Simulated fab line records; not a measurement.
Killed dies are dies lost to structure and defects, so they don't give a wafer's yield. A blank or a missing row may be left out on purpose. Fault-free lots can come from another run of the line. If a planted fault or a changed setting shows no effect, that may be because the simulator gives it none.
Which tool did it? + flow gf180mcu + 6 lots with 18 wafers sampled at 4 steps, on a route of 602 steps

WHAT EACH GAUGE READ, for each wafer
GF_PASSIVATION_THK_MEAS_01.
| lot  | measured     | on            | PASSIVATION_CVD_00_THK (nm) |
|------|--------------|---------------|-----------------------------|
| L450 | day 28 12:41 | film_metro-02 | 1013 1004 1007              |
| L452 | day 29 02:32 | film_metro-02 | 996 994 999                 |
| L455 | day 29 21:59 | film_metro-04 | 986 1010 1016               |
| L457 | day 30 20:10 | film_metro-04 | 983 982 989                 |
| L467 | day 33 03:15 | film_metro-04 | 1008 1023 1003              |
| L471 | day 34 01:31 | film_metro-04 | 979 991 1001                |

WHAT TOOL EACH LOT RAN ON (gives the tool, then ch and the chambers of the sampled wafers, and finally the start)
| lot  | GF_STI_ETCH_14                  | GF_TOP_METAL_SPUTTER_04      | GF_PASSIVATION_CVD_00           |
|------|---------------------------------|------------------------------|---------------------------------|
| L450 | rie_si-01 ch 0,3, day 2 08:34   | pvd_sputter-04, day 27 15:40 | pecvd-04 ch 1,2, day 28 12:35   |
| L452 | rie_si-01 ch 0,2,3, day 2 17:22 | pvd_sputter-02, day 28 06:56 | pecvd-02 ch 0,1,2, day 29 02:27 |
| L455 | rie_si-01 ch 1,2, day 3 07:25   | pvd_sputter-01, day 29 02:38 | pecvd-04 ch 0,1,2, day 29 21:53 |
| L457 | rie_si-01 ch 0,1,3, day 3 20:43 | pvd_sputter-01, day 30 01:10 | pecvd-02 ch 0,1,2, day 30 20:05 |
| L467 | rie_si-02 ch 0,1,3, day 5 21:46 | pvd_sputter-01, day 32 10:08 | pecvd-04 ch 0,2, day 33 03:10   |
| L471 | rie_si-01 ch 0,1,3, day 6 18:22 | pvd_sputter-04, day 33 09:29 | pecvd-04 ch 1,2, day 34 01:26   |
- GF_STI_ETCH_14: etches Si in HBr/Cl2/O2, target depth 360 nm, time 102.9 s.
- GF_TOP_METAL_SPUTTER_04: material TiN, target thk 25 nm, time 20.8 s.
- GF_PASSIVATION_CVD_00: deposits SiO2 from TEOS, target thk 1000 nm, time 111.95 s.

THE ANSWER, worked out from the rows above alone
Rule: what is usual is taken from the lots themselves. The widest of any qualifying gaps counts: lots, ordered by their means at a reading, are off when they make up no more than a third of the lots, leave a main group of 4 or more, and stand apart from it by 3 or more times the standard deviation of that group's means. Not used: any main group whose means are identical at the precision the tables above print for the reading. Also off: a lot with no number at a reading for which 4 or more lots have one. All remaining lots with rows at the step are treated as sound.
No lot is off at any reading shown: from this, nothing can be told.

WHAT HAD BEEN PUT IN BY THE SIMULATOR
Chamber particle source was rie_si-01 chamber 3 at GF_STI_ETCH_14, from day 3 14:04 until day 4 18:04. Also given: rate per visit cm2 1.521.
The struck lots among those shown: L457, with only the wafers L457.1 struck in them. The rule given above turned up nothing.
